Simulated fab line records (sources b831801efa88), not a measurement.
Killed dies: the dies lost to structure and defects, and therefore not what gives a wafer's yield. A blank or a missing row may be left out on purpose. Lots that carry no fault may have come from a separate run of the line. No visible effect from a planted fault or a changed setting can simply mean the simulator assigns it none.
Which tool did it? :: flow sky130 :: 6 lots, 18 wafers sampled, at 3 steps of a route of 708

WHAT EACH GAUGE READ, for each wafer
SKY_CONTACT_THK_MEAS_03.
lot: L670
measured: day 32 15:18
on: film-metro-02
CONTACT_HDPCVD_THK (nm): 568 571 1021

lot: L672
measured: day 33 06:49
on: film-metro-01
CONTACT_HDPCVD_THK (nm): 572 1013 570

lot: L680
measured: day 35 17:26
on: film-metro-04
CONTACT_HDPCVD_THK (nm): 561 570 571

lot: L682
measured: day 36 13:22
on: film-metro-01
CONTACT_HDPCVD_THK (nm): 560 565 564

lot: L684
measured: day 37 04:58
on: film-metro-01
CONTACT_HDPCVD_THK (nm): 580 573 572

lot: L686
measured: day 37 13:29
on: film-metro-02
CONTACT_HDPCVD_THK (nm): 562 571 561

WHAT TOOL EACH LOT RAN ON (gives the tool, then ch and the chambers of the sampled wafers, and finally the start)
lot: L670
SKY_LI_CONTACT_CMP_02: cmp-01 ch 0,2, day 30 05:44
SKY_CONTACT_HDPCVD_02: hdpcvd-01 ch 0,1,2, day 32 15:13

lot: L672
SKY_LI_CONTACT_CMP_02: cmp-01 ch 0,2,3, day 30 22:03
SKY_CONTACT_HDPCVD_02: hdpcvd-01 ch 0,1,2, day 33 06:45

lot: L680
SKY_LI_CONTACT_CMP_02: cmp-02 ch 0,1,3, day 33 09:34
SKY_CONTACT_HDPCVD_02: hdpcvd-02 ch 0,2, day 35 17:22

lot: L682
SKY_LI_CONTACT_CMP_02: cmp-01 ch 2,3, day 34 05:47
SKY_CONTACT_HDPCVD_02: hdpcvd-02 ch 1,2, day 36 13:17

lot: L684
SKY_LI_CONTACT_CMP_02: cmp-02 ch 0,1,3, day 34 21:05
SKY_CONTACT_HDPCVD_02: hdpcvd-01 ch 0,1,2, day 37 04:54

lot: L686
SKY_LI_CONTACT_CMP_02: cmp-02 ch 1,2,3, day 35 06:21
SKY_CONTACT_HDPCVD_02: hdpcvd-02 ch 0,1, day 37 13:25
- SKY_LI_CONTACT_CMP_02: polishes PSG.
- SKY_CONTACT_HDPCVD_02: deposits SiO2, target thk 565 nm, time 94.2 s.

THE ANSWER, worked out from the rows above alone
Rule: what is usual is taken from the lots themselves. Put in order of their means at a reading, lots are off if they are a third of the lots or fewer, leave a main group of 4 or more, and stand apart from it by a gap of 3 or more times the standard deviation of the main group's means; of several such gaps the widest counts. A main group whose means are all the same, to the digits that the tables above print for the reading, isn't used. A lot without any number at a reading at which 4 lots or more have one is off too. The other lots that the step has rows for count as sound.
Off: at SKY_CONTACT_THK_MEAS_03 (CONTACT_HDPCVD_THK), L670, L672. The main group: mean 568 nm, standard deviation 4.6.
If a tool, at a process step before that reading, ran all the lots that are off and no sound lot after the first of them, it fits. Those tools and the gauges at SKY_CONTACT_THK_MEAS_03 are tried in the same way. Of those tried, none fits.

WHAT WAS PUT IN BY THE SIMULATOR
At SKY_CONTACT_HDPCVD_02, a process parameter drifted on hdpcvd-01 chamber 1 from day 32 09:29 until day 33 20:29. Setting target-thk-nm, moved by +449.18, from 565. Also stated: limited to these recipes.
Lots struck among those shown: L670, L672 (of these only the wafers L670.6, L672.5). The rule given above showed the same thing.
